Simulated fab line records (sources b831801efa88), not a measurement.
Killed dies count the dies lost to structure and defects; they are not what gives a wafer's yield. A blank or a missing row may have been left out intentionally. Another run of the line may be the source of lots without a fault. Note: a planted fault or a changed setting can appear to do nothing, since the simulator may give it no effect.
Chamber matching | flow sky130 | SKY_VIA4_CMP_02 on cmp-01: 4 sister chambers
The step polishes SiO2. 8 wafers are shown with their chamber, then 8 later ones without.

== WAFERS WITH THEIR CHAMBER ==
wafer  | chamber | motor-current-A (A) | slurry-filter-dp-kPa (kPa)
L624.4 | 3       | 12.6                | 13.24
L625.6 | 0       | 11.3                | 13.30
L626.2 | 0       | 11.1                | 13.57
L626.5 | 3       | 13.4                | 13.41
L627.3 | 1       | 13.7                | 13.48
L627.4 | 2       | 11.9                | 13.56
L627.5 | 1       | 13.6                | 13.52
L629.2 | 2       | 11.3                | 13.41

== WAFERS WHOSE CHAMBER IS MISSING ==
wafer  | motor-current-A (A) | slurry-filter-dp-kPa (kPa)
L629.5 | 13.8                | 13.75
L629.6 | 11.0                | 13.39
L637.1 | 12.8                | 13.20
L637.4 | 11.8                | 13.25
L637.6 | 11.3                | 13.59
L640.1 | 13.9                | 13.67
L640.2 | 11.1                | 13.44
L640.6 | 11.6                | 13.48

== WHICH CHAMBER EACH WENT THROUGH ==
wafer  | from the rows above          | in truth
L629.5 | 1                            | 1
L629.6 | can't be placed: 0 or 2      | 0
L637.1 | 3                            | 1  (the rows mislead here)
L637.4 | can't be placed: 2 or 0 or 3 | 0
L637.6 | can't be placed: 2 or 0      | 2
L640.1 | 1                            | 1
L640.2 | can't be placed: 0 or 2      | 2
L640.6 | can't be placed: 2 or 0      | 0
2 of 8 placed correctly. Not placeable from these rows: 5 (in 5, the candidates include the true chamber). Wrongly placed: 1.
How it was worked out, from the rows above alone: a wafer's distance from a chamber is the root of the sum, over the readings, of the square of ((its reading less the chamber's mean) divided by the reading's scatter). If the next closest chamber is less than 2 further off than the closest, the wafer can't be placed; otherwise it belongs to the closest. A chamber's mean is the mean of its shown wafers. The scatter: the root of (the sum of the squares of (reading less its chamber's mean) over the shown wafers, divided by (wafers less chambers)).
